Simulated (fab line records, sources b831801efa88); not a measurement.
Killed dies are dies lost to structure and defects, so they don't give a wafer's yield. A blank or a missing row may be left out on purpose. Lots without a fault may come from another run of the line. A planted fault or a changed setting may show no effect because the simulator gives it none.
Which tool did it? | flow gf180mcu | 13 lots, 39 wafers sampled, at 5 steps of a route of 602

WHAT THE GAUGES READ, wafer by wafer
GF_V3_THK_MEAS_01. Usual: V3_CVD_00_THK 600 nm, standard deviation 5.9.
lot  | measured     | on            | V3_CVD_00_THK (nm) | flag
L256 | day 21 10:20 | film_metro-03 | 599 600 601        |
L257 | day 21 20:56 | film_metro-03 | 602 603 597        |
L258 | day 22 00:50 | film_metro-03 | 592 486 602        | OFF
L261 | day 23 05:10 | film_metro-03 | 596 592 475        | OFF
L268 | day 25 17:57 | film_metro-02 | 592 606 594        |
L269 | day 25 22:37 | film_metro-01 | 598 607 603        |
L270 | day 26 08:10 | film_metro-02 | 597 610 597        |
L271 | day 26 13:15 | film_metro-03 | 603 591 608        |
L274 | day 27 22:02 | film_metro-01 | 606 602 603        |
L275 | day 27 22:42 | film_metro-01 | 601 608 614        |
L277 | day 28 09:36 | film_metro-02 | 593 598 592        |
L278 | day 28 18:30 | film_metro-01 | 592 602 590        |
L279 | day 29 01:23 | film_metro-01 | 602 594 595        |

WHICH TOOL RAN EACH LOT (tool, then ch and the chambers of the sampled wafers, then the start)
lot  | GF_V2_SPUTTER_21             | GF_V2_SPUTTER_22             | GF_M3_SPUTTER_01             | GF_V3_CVD_00
L256 | pvd_sputter-04, day 20 08:43 | pvd_sputter-04, day 20 08:47 | pvd_sputter-01, day 20 09:31 | hdpcvd-02 ch 1,2, day 21 10:16
L257 | pvd_sputter-03, day 20 19:05 | pvd_sputter-03, day 20 19:08 | pvd_sputter-01, day 20 19:52 | hdpcvd-02 ch 1,2, day 21 20:52
L258 | pvd_sputter-02, day 20 22:41 | pvd_sputter-02, day 20 22:44 | pvd_sputter-01, day 20 23:28 | hdpcvd-02 ch 0,1,2, day 22 00:45
L261 | pvd_sputter-04, day 22 04:35 | pvd_sputter-04, day 22 04:38 | pvd_sputter-02, day 22 05:23 | hdpcvd-02 ch 0,1, day 23 05:05
L268 | pvd_sputter-04, day 24 18:23 | pvd_sputter-04, day 24 18:26 | pvd_sputter-02, day 24 19:10 | hdpcvd-02 ch 1,2, day 25 17:52
L269 | pvd_sputter-03, day 24 21:54 | pvd_sputter-03, day 24 21:58 | pvd_sputter-01, day 25 00:57 | hdpcvd-01 ch 1,2, day 25 22:29
L270 | pvd_sputter-02, day 25 09:51 | pvd_sputter-02, day 25 09:55 | pvd_sputter-03, day 25 10:39 | hdpcvd-02 ch 0,2, day 26 08:05
L271 | pvd_sputter-03, day 25 14:44 | pvd_sputter-03, day 25 14:47 | pvd_sputter-01, day 25 15:31 | hdpcvd-02 ch 1,2, day 26 13:11
L274 | pvd_sputter-04, day 26 23:53 | pvd_sputter-04, day 26 23:56 | pvd_sputter-01, day 27 00:40 | hdpcvd-01 ch 0,1,2, day 27 21:58
L275 | pvd_sputter-03, day 27 00:53 | pvd_sputter-03, day 27 00:56 | pvd_sputter-02, day 27 01:41 | hdpcvd-02 ch 0,1,2, day 27 22:37
L277 | pvd_sputter-03, day 27 12:18 | pvd_sputter-03, day 27 12:22 | pvd_sputter-02, day 27 13:05 | hdpcvd-01 ch 0,1,2, day 28 09:32
L278 | pvd_sputter-03, day 27 21:24 | pvd_sputter-03, day 27 21:28 | pvd_sputter-02, day 27 22:11 | hdpcvd-01 ch 0,1, day 28 18:25
L279 | pvd_sputter-03, day 28 04:13 | pvd_sputter-03, day 28 04:17 | pvd_sputter-03, day 28 05:01 | hdpcvd-01 ch 0,1, day 29 01:19
- GF_V2_SPUTTER_21: material Ti, target thk 15 nm, time 80.02 s.
- GF_V2_SPUTTER_22: material TiN, target thk 10 nm, time 40 s.
- GF_M3_SPUTTER_01: material TiN, target thk 30 nm, time 25 s.
- GF_V3_CVD_00: deposits SiO2, target thk 600 nm, time 100 s.

WHAT THE TOOLS THEMSELVES READ (means of the sampled wafers that have a number; where no wafer has one, the mark that the record gives instead)
GF_V2_SPUTTER_21. Usual: throttle_valve_pct 30.5 %, standard deviation 1.6.
lot  | tool           | throttle_valve_pct (%) | flag
L256 | pvd_sputter-04 | 29.9                   |
L257 | pvd_sputter-03 | 28.6                   |
L258 | pvd_sputter-02 | 31.4                   |
L261 | pvd_sputter-04 | 30.2                   |
L268 | pvd_sputter-04 | 30.1                   |
L269 | pvd_sputter-03 | 30.6                   |
L270 | pvd_sputter-02 | 30.6                   |
L271 | pvd_sputter-03 | 29.7                   |
L274 | pvd_sputter-04 | 31.1                   |
L275 | pvd_sputter-03 | 31.2                   |
L277 | pvd_sputter-03 | 31.6                   |
L278 | pvd_sputter-03 | 30.2                   |
L279 | pvd_sputter-03 | 30.3                   |

GF_V2_SPUTTER_22. Usual: throttle_valve_pct 30.5 %, standard deviation 1.6.
lot  | tool           | throttle_valve_pct (%) | flag
L256 | pvd_sputter-04 | 30.1                   |
L257 | pvd_sputter-03 | 28.4                   |
L258 | pvd_sputter-02 | 31.3                   |
L261 | pvd_sputter-04 | 30.2                   |
L268 | pvd_sputter-04 | 30.2                   |
L269 | pvd_sputter-03 | 30.6                   |
L270 | pvd_sputter-02 | 30.5                   |
L271 | pvd_sputter-03 | 29.7                   |
L274 | pvd_sputter-04 | 31.1                   |
L275 | pvd_sputter-03 | 31.0                   |
L277 | pvd_sputter-03 | 31.6                   |
L278 | pvd_sputter-03 | 30.2                   |
L279 | pvd_sputter-03 | 30.2                   |

GF_M3_SPUTTER_01. Usual: throttle_valve_pct 30.1 %, standard deviation 1.4.
lot  | tool           | throttle_valve_pct (%) | flag
L256 | pvd_sputter-01 | 29.6                   |
L257 | pvd_sputter-01 | 29.4                   |
L258 | pvd_sputter-01 | 29.7                   |
L261 | pvd_sputter-02 | 30.3                   |
L268 | pvd_sputter-02 | 30.7                   |
L269 | pvd_sputter-01 | 28.9                   |
L270 | pvd_sputter-03 | 31.4                   |
L271 | pvd_sputter-01 | 29.8                   |
L274 | pvd_sputter-01 | 29.6                   |
L275 | pvd_sputter-02 | 30.8                   |
L277 | pvd_sputter-02 | 30.9                   |
L278 | pvd_sputter-02 | 30.5                   |
L279 | pvd_sputter-03 | 31.1                   |

GF_V3_CVD_00. Usual: sih4_flow_sccm 60.03 sccm, standard deviation 0.2.
lot  | tool      | sih4_flow_sccm (sccm) | flag
L256 | hdpcvd-02 | 59.95                 |
L257 | hdpcvd-02 | 59.96                 |
L258 | hdpcvd-02 | 56.08                 | OFF
L261 | hdpcvd-02 | 56.00                 | OFF
L268 | hdpcvd-02 | 59.91                 |
L269 | hdpcvd-01 | 59.91                 |
L270 | hdpcvd-02 | 60.00                 |
L271 | hdpcvd-02 | 59.80                 |
L274 | hdpcvd-01 | 59.98                 |
L275 | hdpcvd-02 | 59.92                 |
L277 | hdpcvd-01 | 59.94                 |
L278 | hdpcvd-01 | 59.83                 |
L279 | hdpcvd-01 | 59.99                 |

THE ANSWER, worked out from the rows above alone
Rule: a lot is off if the mean of its wafers that have a number lies more than 3 standard deviations from the usual mean. A lot without any number at a reading at which 4 lots or more have one is off too. The other lots that the step has rows for count as sound. The gauges are gone through in route order, then the tools' own readings, and for those a lot's mean is taken as printed above. The first step at which some lot is off is used, and at that step the reading that is off furthest; a lot without a number counts as furthest.
Off: L258, L261, at GF_V3_THK_MEAS_01 (V3_CVD_00_THK).
A tool fits if, at a process step before that reading, it ran every lot that is off, and no sound lot after the first of them. The gauges at GF_V3_THK_MEAS_01 aren't tried: what is off there is off at GF_V3_CVD_00 too, on other tools, and a gauge's error can't cause that. None of those tried fits.

WHAT THE SIMULATOR HAD PUT IN
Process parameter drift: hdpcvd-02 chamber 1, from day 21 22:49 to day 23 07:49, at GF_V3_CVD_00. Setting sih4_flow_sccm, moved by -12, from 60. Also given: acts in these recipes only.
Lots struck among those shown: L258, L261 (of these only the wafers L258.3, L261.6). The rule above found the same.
